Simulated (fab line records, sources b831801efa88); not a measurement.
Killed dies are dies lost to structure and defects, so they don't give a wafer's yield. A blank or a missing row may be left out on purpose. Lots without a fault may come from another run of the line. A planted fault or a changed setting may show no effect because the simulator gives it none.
fab line records | flow sky130
record lots=6 wafers=18 last_day=49
route steps=708 shown VIA2@510 PAD_OPEN@708
lots that met no fault: from a run of the same line without faults
start_h: hours from the record's first day to the start of the lot's first wafer shown | wait_h: hours since the lot's step before | " the same as in the row above | L1.1+2: a row that stands for several wafers | - no value, or no start given | * or withheld: withheld | < > ~ a bound
route shown NAME@n: a module of which the file shows steps, and the number in the route of the first | usual: mean/standard deviation of fault-free wafers | same: alike in all rows | chamber/n: place in a boat | sites: the reading at each site | _std_site: their standard deviation | _edge_site: outer sites' mean less inner sites' | radius_mm: how far each site lies from the wafer's centre | mask NAME#n: copy n | behind: the tool/chamber that last shaped the wafer | hold: why the lot was held/for how many hours/how that ended | device: the transistor (n, p or np) that didn't switch | end of line: the same wafers' tests at the end of the route | a step without rows: its recipe alone | killed: dies lost to structure and defects at the first sort, not the wafer's yield | map: a wafer's dies, x killed, . not, _ none there
set.NAME: the setting as run; set.NAME@STEP: as run at that earlier step | model.NAME: the simulator's own value behind a step, which no gauge read
lots at some steps of the route; a table a step, a row a wafer
services: from which hour (start_h, from the record's first day; less than 0 if before it) a tool's chamber was out of use, for how many hours, and why
## steps
# step SKY_VIA2_BOW_MEAS_03
# recipe mode=bow
# usual VIA2_BOW=87/7.8
# columns lot.wafer tool chamber start_h wait_h VIA2_BOW[um]
L136.1 film_metro-04 - 842.56 0.2 89
L136.3 " - " " 80
L136.5 " - " " 93
L137.2 film_metro-01 - 847.72 0.2 79
L137.3 " - " " 81
L137.4 " - " " 95
L142.1 film_metro-02 - 912.43 0.2 79
L142.2 " - " " 79
L142.6 " - " " 83
L144.2 film_metro-04 - 916.70 0.1 88
L144.3 " - " " 82
L144.6 " - " " 94
L148.3 film_metro-01 - 941.08 0.3 81
L148.5 " - " " 77
L148.6 " - " " 86
L152.4 film_metro-01 - 961.32 0.2 97
L152.5 " - " " 90
L152.6 " - " " 90
# step SKY_VIA2_DEHYDRATE_04
# recipe temp_c=200 time_s=60
# step SKY_VIA2_HMDS_05
# recipe prime_time_s=60 prime_temp_c=120
# step SKY_VIA2_COAT_06
# recipe resist=BARC temp_c=withheld time_s=withheld spin_rpm=3000 resist_thk_nm=60
# step SKY_VIA2_COAT_07
# recipe resist=KrF-thick spin_rpm=3000 resist_thk_nm=450
# step SKY_VIA2_SOFTBAKE_08
# recipe temp_c=100 time_s=90 resist=KrF-thick
# step SKY_VIA2_EXPOSE_09
# recipe mask_id=VIM2 na=0.8 source_shape=annular sigma_inner=0.55 sigma_outer=0.85 target_cd_nm=200 dose_mj=38
# step SKY_VIA2_PEB_10
# recipe peb_temp_c=withheld peb_time_s=withheld resist=KrF-thick
# step SKY_VIA2_DEVELOP_11
# recipe develop_time_s=60 resist=KrF-thick dev_temp_c=21
# step SKY_VIA2_CD_MEAS_12
# recipe target_cd_nm=200
# usual cd_nm=200.6/1.2
# columns lot.wafer tool chamber start_h wait_h cd_nm
L136.1 cd_sem-01 - 868.88 - 198.1
L136.3 " - " " 199.5
L136.5 " - " " 200.2
L137.2 cd_sem-02 - 874.13 - 200.1
L137.3 " - " " 199.9
L137.4 " - " " 200.9
L142.1 cd_sem-02 - 935.61 - 200.6
L142.2 " - " " 200.9
L142.6 " - " " 201.2
L144.2 cd_sem-02 - 938.36 - 199.0
L144.3 " - " " 198.9
L144.6 " - " " 198.9
L148.3 cd_sem-02 - 964.55 - 200.0
L148.5 " - " " 200.5
L148.6 " - " " 200.3
L152.4 cd_sem-01 - 986.41 - 201.9
L152.5 " - " " 201.1
L152.6 " - " " 201.9
# step SKY_VIA2_OVL_MEAS_13
# usual VIA2_OVL=-5/5.5
# columns lot.wafer tool chamber start_h wait_h VIA2_OVL[nm]
L136.1 overlay-02 - 869.00 0.1 -2
L136.3 " - " " 0
L136.5 " - " " -5
L137.2 overlay-01 - 874.24 0.1 -2
L137.3 " - " " -3
L137.4 " - " " -3
L142.1 overlay-02 - 935.73 0.1 -5
L142.2 " - " " -6
L142.6 " - " " -9
L144.2 overlay-01 - 938.46 0.1 4
L144.3 " - " " -1
L144.6 " - " " 3
L148.3 overlay-01 - 964.64 0.1 -9
L148.5 " - " " -4
L148.6 " - " " -10
L152.4 overlay-02 - 986.49 0.1 -2
L152.5 " - " " 3
L152.6 " - " " 7
# step SKY_VIA2_ETCH_14
# recipe chemistry=N2/H2 target=BARC ion_energy_ev=200 source_w=500 bias_w=100 pressure_mtorr=30 n2_flow_sccm=100 h2_flow_sccm=200 stop_on=SiO2 time_s=45.9 target_depth_a=600
# usual drypump_motor_current_A=5.62/0.28 h2_flow_sccm=200.1/0.67 oes_product_au=0.855/0.0045 rf_fwd_power_W=494.5/1.9 throttle_valve_pct=13.225/0.0089
# columns lot.wafer tool chamber start_h wait_h drypump_motor_current_A h2_flow_sccm oes_product_au rf_fwd_power_W rf_hours_counter_h throttle_valve_pct
L136.1 rie_diel-04 0 869.04 0.0 5.56 200.2 0.857 494.1 5 13.209
L136.3 " 3 " " 5.98 201.3 0.859 494.6 7 13.223
L136.5 " 1 " " 5.41 200.4 0.863 497.0 - 13.226
L137.2 rie_diel-01 1 874.27 0.0 5.20 200.1 0.865 495.5 9 13.228
L137.3 " 2 " " 5.65 200.5 0.865 490.9 9 13.222
L137.4 " 3 " " 5.99 200.6 0.854 493.8 18 13.226
L142.1 rie_diel-04 0 935.77 0.0 5.55 200.9 0.857 495.1 7 13.222
L142.2 " 2 " " 5.26 200.4 0.850 495.3 18 13.234
L142.6 " 0 " " 5.56 200.2 0.852 496.0 - 13.225
L144.2 rie_diel-04 0 938.49 0.0 5.57 200.6 0.853 495.1 7 13.212
L144.3 " 3 " " 6.01 199.2 0.849 495.1 10 13.222
L144.6 " 2 " " 5.23 200.0 0.853 497.3 - 13.215
L148.3 rie_diel-02 1 964.67 0.0 5.83 200.8 0.853 492.8 7 13.238
L148.5 " 0 " " 5.71 200.0 0.848 491.6 - 13.221
L148.6 " 1 " " 5.83 200.3 0.856 492.9 - 13.232
L152.4 rie_diel-02 1 986.51 0.0 5.82 200.7 0.856 493.4 8 13.211
L152.5 " 2 " " 5.27 201.2 0.850 496.3 - 13.217
L152.6 " 1 " " 5.82 200.7 0.852 492.8 - 13.227
# step SKY_VIA2_ETCH_15
# recipe target=SiO2 chemistry=C4F8/O2/Ar target_depth_nm=546 stop_on=TiN mask_material=KrF-thick source_w=1500 bias_w=1200 pressure_mtorr=40 c4f8_flow_sccm=withheld O2_flow_sccm=6 Ar_flow_sccm=300 time_s=84
# usual oes_product_au=0.939/0.0047 rf_fwd_power_W=1489/5.4
# columns lot.wafer tool chamber start_h wait_h oes_product_au rf_fwd_power_W rf_hours_counter_h model.KrF-thick_of_VIA2_COAT_07.thk_nm model.VIA2.feature_depth_nm model.TiN_of_METAL2_SPUTTER_04.thk_nm
L136.1 rie_diel-04 0 869.08 0.0 0.937 1485 5 278.7 496 68.03
L136.3 " 3 " " 0.944 1488 7 280.3 495.3 69.42
L136.5 " 1 " " 0.937 1492 - 282.5 495.2 68.7
L137.2 rie_diel-01 1 874.31 0.0 0.931 1488 9 282.3 496.6 69.42
L137.3 " 2 " " 0.946 1485 9 283 497.3 69.14
L137.4 " 3 " " 0.945 1493 18 281.3 496.8 68.6
L142.1 rie_diel-04 0 935.81 0.0 0.933 1496 7 205.4 509.5 57.49
L142.2 " 2 " " 0.936 1503 18 289.8 494.2 70.62
L142.6 " 0 " " 0.947 1486 - 204.9 508.8 55.8
L144.2 rie_diel-04 0 938.53 0.0 0.938 1490 7 205.6 506.4 55.82
L144.3 " 3 " " 0.927 1495 10 282.1 492.2 69.96
L144.6 " 2 " " 0.932 1501 - 288 493.3 70.16
L148.3 rie_diel-02 1 964.71 0.0 0.935 1492 7 281.4 495.9 70.02
L148.5 " 0 " " 0.935 1495 - 281.5 495.4 70.89
L148.6 " 1 " " 0.939 1488 - 280.7 496.7 69.13
L152.4 rie_diel-02 1 986.55 0.0 0.929 1477 8 284.5 493.3 69.77
L152.5 " 2 " " 0.941 1485 - 285.7 494.6 69.97
L152.6 " 1 " " 0.938 1488 - 285.5 495.7 68.7
# step SKY_VIA2_STRIP_16
# recipe chemistry=O2/N2 power_w=1400 pressure_mtorr=1500 platen_temp_c=withheld o2_flow_sccm=3000 n2_flow_sccm=300 overash_fraction=0.5
# usual drypump_motor_current_A=5.9/0.48 oes_product_au=0.399/0.005 strip_time_to_endpoint_s=4.050/0.03
# columns lot.wafer tool chamber start_h wait_h drypump_motor_current_A oes_product_au rf_hours_counter_h strip_time_to_endpoint_s
L136.1 plasma_asher-01 1 869.15 0.0 5.7 0.403 105 4.005
L136.3 " 0 " " 5.9 0.382 - 4.007
L136.5 " 1 " " 5.7 0.396 - 4.041
L137.2 plasma_asher-02 0 874.37 0.0 5.2 0.394 44 4.043
L137.3 " 1 " " 6.0 0.399 - 4.057
L137.4 " 0 " " 5.2 0.386 - 4.020
L142.1 plasma_asher-01 1 935.87 0.0 5.7 0.359 112 3.194
L142.2 " 0 " " 6.0 0.395 112 4.114
L142.6 " 0 " " 6.0 0.363 - 3.208
L144.2 plasma_asher-02 1 938.60 0.0 6.0 0.361 50 3.208
L144.3 " 1 " " 6.0 0.395 - 4.030
L144.6 " 0 " " 5.1 0.408 - 4.100
L148.3 plasma_asher-02 1 964.80 0.1 6.0 0.397 - 4.056
L148.5 " 0 " " 5.2 0.383 - 4.029
L148.6 " 1 " " 6.0 0.405 - 4.007
L152.4 plasma_asher-01 1 986.65 0.1 5.7 0.397 - 4.065
L152.5 " 1 " " 5.7 0.401 - 4.073
L152.6 " 0 " " 6.0 0.399 - 4.080
# step SKY_VIA2_STRIP_17
# recipe chemistry=post_etch_residue_remover time_s=1200 temp_c=72.5
# step SKY_PAD_OPEN_PROBE_99
# usual defect_limited_yield=82.3/1.8 killed_at_M0_to_M3=44/7.2 killed_at_M4_up=3.1/1.8 killed_at_contacts=24/4.5 killed_at_front_end=16/4.4 killed_at_other=0.2/0.42 killed_dies=87/8.9 killed_open=48/6.4 killed_short=39/6.2 sort_bin_3_pad_short=0.9/0.46 sort_bin_5_function=10.5/1.6 sort_bin_6_memory=6.3/1.1 sort_n_pass=405/8.9 sort_yield_pct=82.3/1.8
# same gross_dies=492 killed_at_back_side=0 sort_bin_4_leakage[%]=0 sort_bin_8_speed[%]=0
# columns lot.wafer tool chamber start_h wait_h defect_limited_yield[%] killed_at_M0_to_M3 killed_at_M4_up killed_at_contacts killed_at_front_end killed_at_other killed_dies killed_open killed_short sort_bin_3_pad_short[%] sort_bin_5_function[%] sort_bin_6_memory[%] sort_n_pass sort_yield_pct[%]
L136.1 prober-01 - 1084.17 0.1 79.5 55 3 30 13 0 101 56 45 0.8 12.2 7.5 391 79.5
L136.3 prober-01 - 1084.27 0.2 83.3 46 3 23 10 0 82 48 34 0.2 9.6 6.9 410 83.3
L136.5 prober-01 - 1084.37 0.2 84.8 27 5 29 14 0 75 35 40 0.6 8.1 6.5 417 84.8
L137.2 prober-02 - 1088.36 0.1 79.1 56 4 27 16 0 103 55 48 1.2 12.6 7.1 389 79.1
L137.3 prober-02 - 1088.41 0.2 83.3 43 3 22 14 0 82 49 33 0.4 11.6 4.7 410 83.3
L137.4 prober-02 - 1088.46 0.2 80.9 51 0 24 18 1 94 61 33 1.2 12.2 5.7 398 80.9
L142.1 prober-01 - 1138.27 0.1 84.3 33 3 27 14 0 77 44 33 0.8 8.3 6.5 415 84.3
L142.2 prober-01 - 1138.32 0.1 82.5 43 5 24 14 0 86 41 45 1.0 10.2 6.3 406 82.5
L142.6 prober-01 - 1138.52 0.2 83.1 39 3 28 12 1 83 49 34 1.2 8.9 6.7 409 83.1
L144.2 prober-01 - 1139.82 0.1 85.4 31 3 27 11 0 72 47 25 0.8 7.5 6.3 420 85.4
L144.3 prober-01 - 1139.87 0.2 84.8 38 0 24 12 1 75 39 36 1.2 6.9 7.1 417 84.8
L144.6 prober-01 - 1140.02 0.2 82.5 43 6 17 19 1 86 49 37 1.0 10.2 6.3 406 82.5
L148.3 prober-01 - 1158.80 0.2 80.9 42 4 26 22 0 94 55 39 1.2 11.6 6.3 398 80.9
L148.5 prober-01 - 1158.90 0.2 80.1 51 7 26 14 0 98 56 42 1.6 11.2 7.1 394 80.1
L148.6 prober-01 - 1158.95 0.2 83.9 39 3 24 13 0 79 46 33 0.6 9.3 6.1 413 83.9
# killed by level:class
L136.1 VIA1:geometric_particle:open=17 CONTACT:geometric_particle:open=12 VIA1:geometric_particle:short=10 METAL1:geometric_particle:short=5 LI_CONTACT:geometric_particle:short=5 LI_CONTACT:geometric_particle:open=5 VIA2:geometric_particle:open=5 FIELD_ISO:geometric_particle:open=4
L136.3 VIA1:geometric_particle:open=10 CONTACT:geometric_particle:open=9 VIA3:geometric_particle:open=7 CONTACT:geometric_particle:short=6 METAL1:geometric_particle:short=6 VIA1:geometric_particle:short=6 VIA2:geometric_particle:open=5 LI_CONTACT:geometric_particle:open=4
L136.5 CONTACT:geometric_particle:open=13 LI_CONTACT:geometric_particle:open=7 METAL3:geometric_particle:short=5 POLY_GATE:geometric_particle:short=5 METAL4:geometric_particle:short=5 FIELD_ISO:geometric_particle:short=4 LI_CONTACT:geometric_particle:short=4 VIA1:geometric_particle:open=4
L137.2 VIA1:geometric_particle:open=12 CONTACT:geometric_particle:open=9 VIA2:geometric_particle:open=8 METAL1:geometric_particle:short=7 VIA1:geometric_particle:short=7 VIA3:geometric_particle:open=7 LI_CONTACT:geometric_particle:open=6 LOCAL_INTERCONNECT:geometric_particle:short=5
L137.3 VIA1:geometric_particle:open=9 VIA1:geometric_particle:short=7 CONTACT:geometric_particle:short=7 CONTACT:geometric_particle:open=7 VIA3:geometric_particle:open=7 FIELD_ISO:geometric_particle:open=5 LI_CONTACT:geometric_particle:open=4 LOCAL_INTERCONNECT:geometric_particle:short=4
L137.4 CONTACT:geometric_particle:open=15 VIA1:geometric_particle:open=15 VIA3:geometric_particle:open=8 FIELD_ISO:geometric_particle:open=7 FIELD_ISO:geometric_particle:short=5 METAL1:geometric_particle:short=5 LI_CONTACT:geometric_particle:open=4 VIA2:geometric_particle:short=4
L142.1 LI_CONTACT:geometric_particle:open=14 VIA1:geometric_particle:open=11 METAL2:geometric_particle:short=8 CONTACT:geometric_particle:open=6 POLY_GATE:geometric_particle:short=4 LI_CONTACT:geometric_particle:short=4 VIA3:geometric_particle:open=4 METAL1:geometric_particle:short=3
L142.2 VIA1:geometric_particle:open=10 LI_CONTACT:geometric_particle:open=7 VIA1:geometric_particle:short=7 CONTACT:geometric_particle:short=6 CONTACT:geometric_particle:open=6 VIA3:geometric_particle:open=6 FIELD_ISO:geometric_particle:short=5 METAL1:geometric_particle:short=5
L142.6 CONTACT:geometric_particle:open=15 LI_CONTACT:geometric_particle:open=7 VIA1:geometric_particle:short=7 FIELD_ISO:geometric_particle:open=6 VIA1:geometric_particle:open=6 VIA3:geometric_particle:open=6 VIA2:geometric_particle:open=4 METAL1:geometric_particle:open=3
L144.2 CONTACT:geometric_particle:open=11 LI_CONTACT:geometric_particle:open=8 VIA3:geometric_particle:open=6 VIA1:geometric_particle:open=5 VIA1:geometric_particle:short=5 POLY_GATE:geometric_particle:open=4 FIELD_ISO:geometric_particle:open=3 FIELD_ISO:geometric_particle:short=3
L144.3 LOCAL_INTERCONNECT:geometric_particle:short=8 VIA1:geometric_particle:open=8 CONTACT:geometric_particle:open=7 VIA2:geometric_particle:open=7 VIA1:geometric_particle:short=4 FIELD_ISO:geometric_particle:open=3 POLY_GATE:geometric_particle:short=3 LOCAL_INTERCONNECT:geometric_particle:open=3
L144.6 VIA1:geometric_particle:open=12 VIA2:geometric_particle:open=7 LI_CONTACT:geometric_particle:open=6 METAL2:geometric_particle:short=5 FIELD_ISO:geometric_particle:open=4 FIELD_ISO:geometric_particle:short=4 CONTACT:geometric_particle:open=4 VIA1:geometric_particle:short=4
L148.3 CONTACT:geometric_particle:open=13 VIA1:geometric_particle:open=11 POLY_GATE:geometric_particle:open=9 METAL1:geometric_particle:short=8 VIA2:geometric_particle:open=7 POLY_GATE:geometric_particle:short=7 LI_CONTACT:geometric_particle:open=7 METAL2:geometric_particle:short=6
L148.5 VIA1:geometric_particle:open=19 LI_CONTACT:geometric_particle:open=7 METAL1:geometric_particle:short=6 LI_CONTACT:geometric_particle:short=6 CONTACT:geometric_particle:short=5 VIA3:geometric_particle:open=5 CONTACT:geometric_particle:open=5 VIA2:geometric_particle:short=5
L148.6 VIA1:geometric_particle:open=11 LI_CONTACT:geometric_particle:open=10 LOCAL_INTERCONNECT:geometric_particle:short=6 METAL1:geometric_particle:short=5 VIA3:geometric_particle:open=5 CONTACT:geometric_particle:open=4 METAL2:geometric_particle:short=4 FIELD_ISO:geometric_particle:open=3
## services
# columns tool chamber start_h hours kind
rie_diel-02 3 855.73 4.3 repair
rie_diel-01 1 878.52 4.6 repair
rie_diel-02 - 897.13 15.6 pm
rie_diel-04 2 908.94 9.3 repair
rie_diel-01 0 919.80 9.6 repair
rie_diel-01 1 929.23 6.2 repair
rie_diel-02 3 934.50 - clean
rie_diel-02 3 934.50 20.6 scheduled_down
rie_diel-02 3 934.50 20.6 vent_cycle
rie_diel-01 0 935.40 - clean
rie_diel-01 0 935.40 19.0 scheduled_down
rie_diel-01 0 935.40 19.0 vent_cycle
rie_diel-04 - 936.10 0.5 repair
rie_diel-04 0 944.98 15.2 repair
rie_diel-04 3 966.43 7.1 repair
rie_diel-01 - 976.24 0.7 repair
## key
first_sign step=SKY_VIA2_STRIP_16 reading=strip_time_to_endpoint_s direction=down sigmas=28 usual=* struck=*
effect step=SKY_VIA2_STRIP_16 reading=oes_product_au direction=down sigmas=7.5 usual=0.399 struck=0.361
model_effect step=SKY_VIA2_ETCH_15 value=KrF-thick_of_VIA2_COAT_07.thk_nm without=283.9 struck=205.3
met_at SKY_VIA2_ETCH_15
struck_wafers L142.1,L142.6,L144.2
onset_between 869.08 935.81
fault kind=process_parameter_drift tool=rie_diel-04 chamber=0 onset_h=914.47 steps=SKY_VIA2_ETCH_15 channel=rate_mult offset=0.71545 shape=step end_h=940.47
